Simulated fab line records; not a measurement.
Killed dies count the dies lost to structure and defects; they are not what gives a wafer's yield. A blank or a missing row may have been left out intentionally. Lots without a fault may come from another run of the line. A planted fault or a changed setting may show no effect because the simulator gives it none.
Chamber matching    flow sky130    SKY_FIELD_ISO_CMP_27 on cmp-01: 4 sister chambers
The step polishes, stops on Si3N4, t overpolish 16 s, target thk 457.8 nm. 4 wafers are shown with their chamber, then 7 later ones without.

== EACH WAFER AND ITS CHAMBER ==
wafer   chamber  motor_current_A (A)
L485.2  2        12.0
L485.6  1        13.4
L489.4  0        9.7
L489.5  3        10.4

== WAFERS WITH NO CHAMBER GIVEN ==
wafer   motor_current_A (A)
L489.6  9.9
L491.1  10.3
L491.2  11.5
L491.5  13.0
L492.3  14.1
L492.4  10.8
L492.6  11.6

== THE CHAMBER EACH PASSED THROUGH ==
wafer   from the rows above           in truth
L489.6  can't be placed: 0 or 3       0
L491.1  can't be placed: 3 or 0       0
L491.2  can't be placed: 2 or 3       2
L491.5  can't be placed: 1 or 2       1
L492.3  1                             1
L492.4  can't be placed: 3 or 0 or 2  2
L492.6  can't be placed: 2 or 3       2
Placed correctly: 1 of 7. From these rows, 6 cannot be placed; in 6 the true chamber is one of the candidates. Placed wrongly: 0.
How it was worked out, from the rows above alone: a wafer's distance from a chamber is the root of the sum, over the readings, of the square of ((its reading less the chamber's mean) divided by the reading's scatter). If the next closest chamber is less than 2 further off than the closest, the wafer can't be placed; otherwise it belongs to the closest. Each chamber's mean is taken over the wafers shown for it. The scatter: with one shown wafer a chamber, the root of the mean of the squares of how far each hidden wafer lies from its nearest shown one.
